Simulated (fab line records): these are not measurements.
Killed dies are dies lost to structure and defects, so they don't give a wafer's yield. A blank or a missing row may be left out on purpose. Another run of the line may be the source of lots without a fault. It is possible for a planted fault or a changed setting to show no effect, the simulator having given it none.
Chamber matching || flow gf180mcu || rie-diel-04 running GF_STI_ETCH_13: 4 sister chambers
The step etches the open film in CHF3/O2, stops on Si, target depth 282.31 nm, time 112.9 s. 8 wafers are shown with their chamber, then 11 later ones without.

== WAFERS WITH THEIR CHAMBER ==
{"wafer": "L082.1", "chamber": 0, "drypump-motor-current-A (A)": 6.07, "oes-product-au (a.u.)": 0.841}
{"wafer": "L083.1", "chamber": 0, "drypump-motor-current-A (A)": 6.04, "oes-product-au (a.u.)": 0.839}
{"wafer": "L084.4", "chamber": 3, "drypump-motor-current-A (A)": 5.65, "oes-product-au (a.u.)": 0.830}
{"wafer": "L084.6", "chamber": 2, "drypump-motor-current-A (A)": 6.22, "oes-product-au (a.u.)": 0.824}
{"wafer": "L085.2", "chamber": 1, "drypump-motor-current-A (A)": 5.77, "oes-product-au (a.u.)": 0.838}
{"wafer": "L085.4", "chamber": 2, "drypump-motor-current-A (A)": 6.21, "oes-product-au (a.u.)": 0.835}
{"wafer": "L085.6", "chamber": 1, "drypump-motor-current-A (A)": 5.76, "oes-product-au (a.u.)": 0.825}
{"wafer": "L091.4", "chamber": 3, "drypump-motor-current-A (A)": 5.68, "oes-product-au (a.u.)": 0.835}

== WAFERS WHOSE CHAMBER IS MISSING ==
{"wafer": "L091.5", "drypump-motor-current-A (A)": 5.75, "oes-product-au (a.u.)": 0.836}
{"wafer": "L091.6", "drypump-motor-current-A (A)": 6.19, "oes-product-au (a.u.)": 0.836}
{"wafer": "L094.2", "drypump-motor-current-A (A)": 5.66, "oes-product-au (a.u.)": 0.839}
{"wafer": "L094.3", "drypump-motor-current-A (A)": 6.22, "oes-product-au (a.u.)": 0.839}
{"wafer": "L094.6", "drypump-motor-current-A (A)": 6.22, "oes-product-au (a.u.)": 0.834}
{"wafer": "L095.2", "drypump-motor-current-A (A)": 5.67, "oes-product-au (a.u.)": 0.828}
{"wafer": "L095.4", "drypump-motor-current-A (A)": 6.06, "oes-product-au (a.u.)": 0.837}
{"wafer": "L095.5", "drypump-motor-current-A (A)": 5.76, "oes-product-au (a.u.)": 0.837}
{"wafer": "L097.4", "drypump-motor-current-A (A)": 6.22, "oes-product-au (a.u.)": 0.828}
{"wafer": "L097.5", "drypump-motor-current-A (A)": 6.06, "oes-product-au (a.u.)": 0.816}
{"wafer": "L097.6", "drypump-motor-current-A (A)": 6.21, "oes-product-au (a.u.)": 0.822}

== EACH ONE'S CHAMBER ==
{"wafer": "L091.5", "from the rows above": 1, "in truth": 1}
{"wafer": "L091.6", "from the rows above": 2, "in truth": 2}
{"wafer": "L094.2", "from the rows above": 3, "in truth": 3}
{"wafer": "L094.3", "from the rows above": 2, "in truth": 2}
{"wafer": "L094.6", "from the rows above": 2, "in truth": 2}
{"wafer": "L095.2", "from the rows above": 3, "in truth": 3}
{"wafer": "L095.4", "from the rows above": 0, "in truth": 0}
{"wafer": "L095.5", "from the rows above": 1, "in truth": 1}
{"wafer": "L097.4", "from the rows above": 2, "in truth": 2}
{"wafer": "L097.5", "from the rows above": 0, "in truth": 0}
{"wafer": "L097.6", "from the rows above": 2, "in truth": 2}
Correct placement for 11 of the 11. Number that these rows cannot place: 0. 0 placed wrongly.
How it was worked out, from the rows above alone: a wafer's distance from a chamber is the root of the sum, over the readings, of the square of ((its reading less the chamber's mean) divided by the reading's scatter). The wafer belongs to the nearest chamber; if the next one is less than 2 further off, it can't be placed. A chamber's mean is the mean of its shown wafers. How the scatter is found: for the shown wafers, subtract from each reading the mean of its chamber, square and add these, divide the total by (wafers less chambers), then take the root.
